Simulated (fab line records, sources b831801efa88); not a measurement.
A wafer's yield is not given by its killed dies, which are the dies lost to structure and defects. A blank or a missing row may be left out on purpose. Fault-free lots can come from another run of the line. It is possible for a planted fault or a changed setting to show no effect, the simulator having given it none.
Comparing a struck lot with a sound one | flow gf180mcu | 16 steps out of a route of 602
Sound: the wafers L398.2, L398.3, L398.5. Wafers L410.2, L410.4, L410.6 were the ones struck. The cause comes at the end.
At each step with rows: each side's tool, then ch and its chambers, then its first start. Under that, the readings that differ: sound wafers | struck wafers | difference of the means | sigmas: that difference in standard deviations of wafers without a fault.
alike: a reading whose means differ by less than 2 such deviations, as well as words and numbers matching on both sides. not compared: withheld readings; readings where some wafer has no value; bounds like >300 that might hide an equal value; numbers whose values overlap and for which the record gives no deviation.
The two part at a step that has a row with sigmas, a row that says differs or no value, or rows on one side only. Non-overlapping numbers with no deviation appear without sigmas and do not part them. A reading that every wafer of one side lacks parts them only if that side has two wafers or more.

GF_V3_BOW_MEAS_05:
  sound on filmMetro-03 at day 22 11:49; struck on filmMetro-03 at day 26 12:49
reading     | sound       | struck     | difference | sigmas
V3_BOW (um) | 123 127 123 | 104 111 97 | -20        | -2
then, 8 steps without rows for these wafers: GF_V3_DEHYDRATE_06 (time 60 s); GF_V3_HMDS_07 (prime time 60 s); GF_V3_COAT_08; GF_V3_COAT_09 (resist thk 1000 nm); GF_V3_SOFTBAKE_10 (time 60 s); GF_V3_EXPOSE_11 (exposes mask Via3, target cd 260 nm); GF_V3_PEB_12 (peb time 90 s); GF_V3_DEVELOP_13 (develop time 60 s).
GF_V3_CD_MEAS_14 targets a cd of 260 nm.
  sound on cdSem-02 at day 23 10:59; struck on cdSem-02 at day 27 08:59
  alike: cdNm
GF_V3_OVL_MEAS_15:
  sound on overlay-01 at day 23 11:06; struck on overlay-02 at day 27 09:06
  alike: V3_OVL
GF_V3_ETCH_16: etches BARC in N2/H2.
  sound on rieDiel-01 ch 0,1,2, day 23 11:08; struck on rieDiel-01 ch 0,3, day 27 09:08
  alike: biasW, chamberPressureMTorr, drypumpMotorCurrentA, oesProductAu, throttleValvePct
GF_V3_ETCH_17: etches SiO2 in C4F8/O2/Ar, stops on TiN, target depth 635 nm.
  sound on rieDiel-01 ch 0,1,2, day 23 11:00; struck on rieDiel-01 ch 0,3, day 27 09:00
  no value came back on the struck wafers for biasW (W), chamberPressureMTorr (mTorr), oesProductAu (a.u.); on the sound wafers biasW (W) reads 1203 1201 1197
GF_V3_STRIP_18: strips in O2/N2.
  sound on plasmaAsher-04 ch 0,1, day 23 11:16; struck on plasmaAsher-04 ch 0,1, day 27 09:16
reading             | sound             | struck            | difference | sigmas
oesProductAu (a.u.) | 0.599 0.589 0.591 | 0.665 0.667 0.677 | +0.077     | +14
  alike: chamberPressureMTorr, drypumpMotorCurrentA, heaterPowerW
  not compared: rfHoursCounterH
then, 1 step without rows for these wafers: GF_V3_STRIP_19 (strips in post etch residue remover, time 1200 s).
-- the record jumps here: 6 days lie between the struck wafers' starts before and after (it left off in module V3 and takes up again in module PASSIVATION, whose first step shown is number 602 of the route) --
GF_PASSIVATION_PROBE_99:
  record: rows for the struck wafers here (prober-01, day 33 02:37), none for the sound ones

WHERE THEY PART
First at GF_V3_BOW_MEAS_05; last, within this record, at GF_PASSIVATION_PROBE_99.

WHY: whatever the simulator had introduced
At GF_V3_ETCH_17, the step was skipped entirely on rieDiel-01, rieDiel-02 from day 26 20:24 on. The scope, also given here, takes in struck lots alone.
